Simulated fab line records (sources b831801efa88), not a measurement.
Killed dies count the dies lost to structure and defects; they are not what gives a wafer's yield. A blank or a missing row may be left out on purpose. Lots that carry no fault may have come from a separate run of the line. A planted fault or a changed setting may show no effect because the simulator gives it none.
fab line records | flow gf180mcu
record lots=15 wafers=45 lastDay=34
route steps=602 shown V4@497 MIM@505 V5@561
lots that met no fault: taken from a fault-free run of the same line
startH: start of the lot's first displayed wafer, in hours after the record's first day | waitH: how many hours have passed since the lot's step before this one | " as in the row above | L1.1+2: a single row standing in for several wafers | - no value, or no start was given | * or withheld: withheld | < > ~ a bound
route shown NAME@n: NAME is a module with steps in the file, n the number in the route of the first one | usual: the fault-free wafers' mean and standard deviation | same: alike in all rows | chamber/n: place in a boat | sites: each site's reading | _std_site: how widely they spread, as a standard deviation | _edge_site: the outer-site mean with the inner-site mean subtracted | radiusMm: how far each site lies from the wafer's centre | mask NAME#n: copy n | behind: the most recent tool/chamber to have shaped the wafer | hold: cause of the lot's hold/its duration in hours/its outcome | device: the transistor (n, p or np) that didn't switch | end of line: the route-end tests of the same wafers | a step with no rows: only its recipe | killed: the dies lost at the first sort to structure and to defects; this is not the yield of the wafer | map: shows each die of a wafer: x if killed, . if not, _ if none is there
set.NAME: the run value of the setting; set.NAME@STEP: its run value at that earlier step | model.NAME: the simulator's own value behind a step, which no gauge read
route steps across a sampled set of lots; one table per step, one row per wafer
services: the hour from which a tool's chamber was out of use, counted from the record's first day as startH (under 0 if before that day), plus the number of hours and why
## steps
# step GF_V4_SPUTTER_21
# recipe material=Ti targetThkNm=15 chamberPressurePa=5 powerW=2500 substrateTempC=200 timeS=80.02
# usual cathodeDcPowerW=2500.0/0.48 chamberPressurePa=4.999/0.0088 throttleValvePct=30.1/0.77
# columns lot.wafer tool chamber startH waitH cathodeDcPowerW chamberPressurePa throttleValvePct
L979.4 pvdSputter-03 - 567.52 0.0 2500.3 5.007 31.3
L979.5 " - " " 2501.1 5.008 31.3
L979.6 " - " " 2499.5 4.991 29.9
L978.2 pvdSputter-01 - 570.32 0.0 2500.0 5.003 30.4
L978.3 " - " " 2500.4 4.997 29.8
L978.5 " - " " 2500.4 5.006 30.8
L980.1 pvdSputter-04 - 578.49 0.0 2499.9 5.003 30.9
L980.2 " - " " 2499.5 5.015 28.8
L980.6 " - " " 2500.3 5.004 30.7
L981.1 pvdSputter-04 - 593.64 0.0 2500.5 4.986 30.9
L981.2 " - " " 2500.2 4.991 28.9
L981.4 " - " " 2500.1 5.008 30.5
L982.1 pvdSputter-04 - 599.45 0.0 2500.9 4.990 30.3
L982.5 " - " " 2500.2 5.002 30.5
L982.6 " - " " 2500.2 5.014 30.8
L983.2 pvdSputter-04 - 601.78 0.0 2498.6 5.002 30.8
L983.3 " - " " 2500.7 4.992 30.5
L983.5 " - " " 2500.8 4.994 30.9
L984.3 pvdSputter-03 - 611.19 0.0 2499.9 5.001 29.9
L984.4 " - " " 2500.6 4.994 31.4
L984.6 " - " " 2499.4 4.996 31.4
L985.1 pvdSputter-01 - 620.14 0.0 2500.0 4.997 29.6
L985.4 " - " " 2499.5 5.003 29.0
L985.6 " - " " 2500.5 5.002 30.2
L989.3 pvdSputter-01 - 646.76 0.0 2499.5 4.979 30.3
L989.5 " - " " 2499.9 4.977 30.3
L989.6 " - " " 2499.6 4.998 30.3
L993.1 pvdSputter-01 - 675.44 0.0 2500.3 4.989 29.5
L993.2 " - " " 2500.1 5.001 28.9
L993.5 " - " " 2499.4 4.994 29.2
L997.1 pvdSputter-01 - 708.60 0.0 2500.1 5.004 30.3
L997.2 " - " " 2499.7 5.004 30.2
L997.6 " - " " 2500.4 5.005 29.5
L998.2 pvdSputter-04 - 710.79 0.0 2499.8 4.978 30.8
L998.3 " - " " 2500.5 5.007 28.8
L998.5 " - " " 2500.2 4.981 30.9
L999.1 pvdSputter-04 - 714.99 0.0 2500.3 5.008 28.9
L999.3 " - " " 2499.5 5.002 30.5
L999.4 " - " " 2500.4 4.993 30.5
L100.3 pvdSputter-04 - 720.70 0.0 2500.9 4.999 28.9
L100.4 " - " " 2499.6 5.006 30.6
L100.6 " - " " 2499.9 4.998 30.6
L101.4 pvdSputter-04 - 731.00 0.0 2500.3 4.993 30.6
L101.5 " - " " 2499.3 5.003 30.9
L101.6 " - " " 2499.2 4.991 30.4
# step GF_MIM_SPUTTER_02
# recipe material=AlCu targetThkNm=450 powerW=10600 timeS=23.9 chamberPressurePa=0.4
# usual cathodeDcPowerW=10600/1.9 chamberPressurePa=0.4000/0.00078 throttleValvePct=30.2/0.77
# columns lot.wafer tool chamber startH waitH cathodeDcPowerW chamberPressurePa throttleValvePct
L979.4 pvdSputter-02 - 568.32 0.0 10603 0.3999 29.4
L979.5 " - " " 10601 0.3982 30.5
L979.6 " - " " 10599 0.4018 30.3
L978.2 pvdSputter-02 - 571.15 0.0 10599 0.4007 30.0
L978.3 " - " " 10599 0.4004 30.5
L978.5 " - " " 10603 0.4013 30.6
L980.1 pvdSputter-02 - 579.31 0.0 10599 0.4004 29.4
L980.2 " - " " 10601 0.4005 30.4
L980.6 " - " " 10599 0.4010 30.3
L981.1 pvdSputter-01 - 594.46 0.0 10601 0.3997 30.5
L981.2 " - " " 10601 0.4006 29.6
L981.4 " - " " 10600 0.4004 30.3
L982.1 pvdSputter-02 - 600.27 0.0 10601 0.4000 30.2
L982.5 " - " " 10597 0.3989 29.4
L982.6 " - " " 10602 0.3998 30.6
L983.2 pvdSputter-01 - 602.71 0.0 10601 0.3998 30.0
L983.3 " - " " 10600 0.4012 30.6
L983.5 " - " " 10598 0.4007 30.4
L984.3 pvdSputter-03 - 612.01 0.0 10600 0.4003 31.4
L984.4 " - " " 10598 0.3999 29.9
L984.6 " - " " 10597 0.4006 31.6
L985.1 pvdSputter-01 - 620.97 0.0 10601 0.4000 28.9
L985.4 " - " " 10600 0.4012 30.0
L985.6 " - " " 10600 0.4001 29.3
L989.3 pvdSputter-01 - 647.62 0.0 10599 0.3993 29.4
L989.5 " - " " 10596 0.3999 30.3
L989.6 " - " " 10598 0.4007 30.3
L993.1 pvdSputter-03 - 676.26 0.0 10601 0.3999 31.5
L993.2 " - " " 10598 0.3999 31.5
L993.5 " - " " 10603 0.4005 31.5
L997.1 pvdSputter-01 - 709.42 0.0 10596 0.3995 29.6
L997.2 " - " " 10601 0.4011 30.2
L997.6 " - " " 10599 0.3999 30.2
L998.2 pvdSputter-02 - 711.61 0.0 10603 0.3998 29.6
L998.3 " - " " 10604 0.4000 30.6
L998.5 " - " " 10600 0.3999 29.6
L999.1 pvdSputter-03 - 715.81 0.0 10601 0.4001 31.1
L999.3 " - " " 10600 0.4015 29.9
L999.4 " - " " 10601 0.4013 31.5
L100.3 pvdSputter-02 - 721.53 0.0 10600 0.3981 29.5
L100.4 " - " " 10603 0.4001 30.1
L100.6 " - " " 10605 0.3998 29.9
L101.4 pvdSputter-01 - 731.83 0.0 10601 0.4002 30.0
L101.5 " - " " 10603 0.3993 29.1
L101.6 " - " " 10602 0.4011 29.7
# step GF_MIM_RS_MEAS_10
# recipe thkMeasGauge=four-point-probe reads=TiN_of_MIM_SPUTTER_09+AlCu_of_MIM_SPUTTER_08+TiN_of_MIM_SPUTTER_07
# usual MIM_ALCU_RS=0.1608/0.0016
# columns lot.wafer tool chamber startH waitH MIM_ALCU_RS[ohm/sq]
L979.4 filmMetro-03 - 568.65 0.1 0.1595
L979.5 " - " " 0.1604
L979.6 " - " " 0.1612
L978.2 filmMetro-04 - 571.45 0.0 0.1581
L978.3 " - " " 0.1586
L978.5 " - " " 0.1587
L980.1 filmMetro-03 - 579.59 0.0 0.1603
L980.2 " - " " 0.1627
L980.6 " - " " 0.1607
L981.1 filmMetro-04 - 594.75 0.0 0.1569
L981.2 " - " " 0.1575
L981.4 " - " " 0.1572
L982.1 filmMetro-01 - 600.55 0.0 0.1620
L982.5 " - " " 0.1602
L982.6 " - " " 0.1599
L983.2 filmMetro-01 - 603.02 0.0 0.1621
L983.3 " - " " 0.1618
L983.5 " - " " 0.1623
L984.3 filmMetro-01 - 612.33 0.1 0.1624
L984.4 " - " " 0.1607
L984.6 " - " " 0.1596
L985.1 filmMetro-01 - 621.25 0.0 0.1592
L985.4 " - " " 0.1591
L985.6 " - " " 0.1581
L989.3 filmMetro-01 - 647.95 0.1 0.1590
L989.5 " - " " 0.1614
L989.6 " - " " 0.1611
L993.1 filmMetro-03 - 676.54 0.0 0.1607
L993.2 " - " " 0.1599
L993.5 " - " " 0.1599
L997.1 filmMetro-03 - 709.70 0.0 0.1633
L997.2 " - " " 0.1621
L997.6 " - " " 0.1619
L998.2 filmMetro-01 - 711.91 0.0 0.1624
L998.3 " - " " 0.1611
L998.5 " - " " 0.1589
L999.1 filmMetro-04 - 716.09 0.0 0.1597
L999.3 " - " " 0.1601
L999.4 " - " " 0.1612
L100.3 filmMetro-04 - 721.86 0.1 0.1604
L100.4 " - " " 0.1615
L100.6 " - " " 0.1623
L101.4 filmMetro-01 - 732.17 0.1 0.1596
L101.5 " - " " 0.1608
L101.6 " - " " 0.1620
# step GF_V5_SPUTTER_21
# recipe material=Ti targetThkNm=15 chamberPressurePa=5 powerW=2500 substrateTempC=200 timeS=80.02
# usual cathodeDcPowerW=2500.0/0.45 chamberPressurePa=5.000/0.0088 throttleValvePct=30.5/0.8
# columns lot.wafer tool chamber startH waitH cathodeDcPowerW chamberPressurePa throttleValvePct
L979.4 pvdSputter-04 - 634.11 0.0 2499.6 5.003 30.4
L979.5 " - " " 2499.9 5.017 28.8
L979.6 " - " " 2499.8 5.011 30.6
L978.2 pvdSputter-04 - 637.27 0.0 2499.1 5.000 31.0
L978.3 " - " " 2500.0 5.002 30.3
L978.5 " - " " 2500.8 4.983 28.9
L980.1 pvdSputter-02 - 645.22 0.0 2499.7 4.986 29.9
L980.2 " - " " 2499.7 5.003 30.6
L980.6 " - " " 2499.7 4.997 30.6
L981.1 pvdSputter-04 - 657.42 0.0 2499.9 4.988 29.0
L981.2 " - " " 2499.6 5.010 30.5
L981.4 " - " " 2499.7 5.001 30.9
L982.1 pvdSputter-04 - 662.83 0.0 2500.5 4.982 30.9
L982.5 " - " " 2500.6 5.002 30.3
L982.6 " - " " 2500.4 5.002 30.7
L983.2 pvdSputter-03 - 670.54 0.0 - - -
L983.3 " - " " - - -
L983.5 " - " " - - -
L984.3 pvdSputter-03 - 674.32 0.0 - - -
L984.4 " - " " - - -
L984.6 " - " " - - -
L985.1 pvdSputter-03 - 679.27 0.0 - - -
L985.4 " - " " - - -
L985.6 " - " " - - -
L989.3 pvdSputter-03 - 705.27 0.0 2500.5 4.995 31.1
L989.5 " - " " 2499.2 5.002 30.1
L989.6 " - " " 2500.4 4.999 31.4
L993.1 pvdSputter-03 - 734.11 0.0 2499.4 4.992 31.2
L993.2 " - " " 2499.7 4.994 31.4
L993.5 " - " " 2499.5 4.991 31.2
L997.1 pvdSputter-03 - 762.38 0.0 2499.5 5.011 31.2
L997.2 " - " " 2500.3 5.010 31.6
L997.6 " - " " 2499.7 4.999 29.9
L998.2 pvdSputter-04 - 764.76 0.0 2500.3 4.995 30.8
L998.3 " - " " 2499.7 5.004 30.3
L998.5 " - " " 2500.9 4.998 30.3
L999.1 pvdSputter-03 - 769.54 0.0 2499.7 5.000 31.2
L999.3 " - " " 2499.6 5.006 31.6
L999.4 " - " " 2499.6 5.003 31.3
L100.3 pvdSputter-03 - 774.42 0.0 2500.2 5.017 31.7
L100.4 " - " " 2500.4 4.980 31.3
L100.6 " - " " 2500.0 5.004 31.4
L101.4 pvdSputter-04 - 784.24 0.0 2500.2 5.011 31.0
L101.5 " - " " 2500.2 4.990 30.7
L101.6 " - " " 2499.2 4.995 30.4
## services
# columns tool chamber startH hours kind
pvdSputter-01 - 593.20 0.5 repair
pvdSputter-04 - 596.42 1.1 repair
pvdSputter-01 - 744.17 4.9 repair
pvdSputter-03 - 767.41 0.5 repair
## key
firstSign step=GF_V5_SPUTTER_21 reading=toolRecord direction=missing
effect none on later readings
metAt GF_V5_SPUTTER_21
struckLots L983,L984,L985
laterRowsLeftOut L983.2,L983.3,L983.5,L984.3,L984.4,L984.6,L985.1,L985.4,L985.6
sortLeftOut L983.2,L983.3,L983.5,L984.3,L984.4,L984.6,L985.1,L985.4,L985.6
notActingAt GF_V4_SPUTTER_21,GF_MIM_SPUTTER_02,GF_MIM_RS_MEAS_10
fault kind=skippedStepWhole tool=pvdSputter-03 chamber=- onsetH=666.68 steps=GF_V5_SPUTTER_21 scope=struckLotsOnly
# sortLeftOut: the simulated sort isn't trusted on such a fault, so these wafers' sort isn't shown, and their yield isn't known
# laterRowsLeftOut: the simulator's readings of these wafers behind a module that went badly wrong aren't trusted and aren't shown, but for the sort
